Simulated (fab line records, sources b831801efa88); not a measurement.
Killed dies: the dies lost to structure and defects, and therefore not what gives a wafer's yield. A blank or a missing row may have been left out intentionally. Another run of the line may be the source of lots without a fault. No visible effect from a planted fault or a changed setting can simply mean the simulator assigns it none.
Struck lot and sound lot, side by side    flow sky130    19 out of 708 route steps
Sound: wafers L342.1, L342.4, L342.5. Struck: wafers L357.3, L357.4. (L357.5 of the same lot was not struck and is left out.) The cause comes at the end.
Per side, at each step with rows, come the tool, then ch with its chambers, and then its first start. Under that, the readings that differ: sound wafers    struck wafers    difference of the means    sigmas: that difference in standard deviations of wafers without a fault.
alike: same words and numbers on both sides, and readings whose means sit less than 2 such deviations apart. not compared: any withheld reading, any reading some wafer has no value for, any bound like >300 that may hide the same value, and any number with overlapping values for which the record gives no deviation.
Wherever a step has rows on one side only, a row that says differs or no value, or a row with sigmas, the two part there. Numbers that don't overlap but have no deviation are shown without sigmas and don't part them. A reading that every wafer of one side lacks parts them only if that side has two wafers or more.

first, 4 steps without rows for these wafers: SKY_RES_XHIGH_EXPOSE_04 (exposes mask URPM, target cd 1270 nm); SKY_RES_XHIGH_PEB_05; SKY_RES_XHIGH_DEVELOP_06 (develop time 60 s); SKY_RES_XHIGH_IMPLANT_07.
SKY_RES_XHIGH_STRIP_08: strips in O2/N2.
  sound on plasma-asher-03 ch 0,1, day 28 12:21; struck on plasma-asher-01 ch 0,1, day 33 05:50
reading                       sound              struck       difference  sigmas
strip-time-to-endpoint-s (s)  14.30 14.29 14.32  14.18 14.19  -0.12       -3
  alike: drypump-motor-current-A, oes-product-au
  not compared: rf-hours-counter-h
SKY_RES_XHIGH_TW_MEAS_09:
  struck on film-metro-04, day 33 05:56; sound on film-metro-03, day 28 12:27
  alike: RES_XHIGH_TW
then, 6 steps without rows for these wafers: SKY_SD_N_DEHYDRATE_00 (time 60 s); SKY_SD_N_HMDS_01 (prime time 60 s); SKY_SD_N_COAT_02 (resist thk 1140 nm); SKY_SD_N_SOFTBAKE_03 (time 60 s); SKY_SD_N_EXPOSE_04 (exposes mask NSDM, target cd 380 nm); SKY_SD_N_PEB_05.
SKY_SD_N_DEVELOP_06: develop time 60 s.
  sound on litho-track-03 ch 0, day 29 15:15; struck on litho-track-03 ch 0, day 34 07:42
SKY_SD_N_OVL_MEAS_08:
  struck on overlay-02, day 34 09:45; sound on overlay-02, day 29 15:31
reading  sound  struck                                             difference                    sigmas
hold     - - -  await-dispo/1.5h/release await-dispo/1.5h/release  no value on the sound wafers  
  alike: SD_N_OVL
then, 2 steps without rows for these wafers: SKY_SD_N_IMPLANT_09; SKY_SD_N_IMPLANT_10.
SKY_SD_N_STRIP_11: strips in O2/N2.
  sound on plasma-asher-04 ch 0,1, day 29 15:51; struck on plasma-asher-04 ch 0,1, day 34 10:06
reading                sound              struck       difference  sigmas
oes-product-au (a.u.)  0.529 0.528 0.536  0.520 0.520  -0.011      -2
  alike: drypump-motor-current-A, strip-time-to-endpoint-s
  not compared: rf-hours-counter-h
SKY_SD_N_TW_MEAS_12:
  struck on film-metro-04, day 34 10:25; sound on film-metro-02, day 29 15:57
reading  sound           struck  difference  sigmas
SD_N_TW  3952 3958 3970  30 30   -3930       -99 or more
  not compared: hold
-- the record jumps here: 16 days lie between the struck wafers' starts before and after (it left off in module SD_N and takes up again in module PAD_OPEN, whose first step shown is number 708 of the route) --
SKY_PAD_OPEN_PROBE_99:
  the record has rows for the struck wafers here (prober-01, day 50 05:07) and none for the sound ones

== WHERE THEY PART ==
Earliest at SKY_RES_XHIGH_STRIP_08; latest, in this record, at SKY_PAD_OPEN_PROBE_99.

WHY: what had been put in by the simulator
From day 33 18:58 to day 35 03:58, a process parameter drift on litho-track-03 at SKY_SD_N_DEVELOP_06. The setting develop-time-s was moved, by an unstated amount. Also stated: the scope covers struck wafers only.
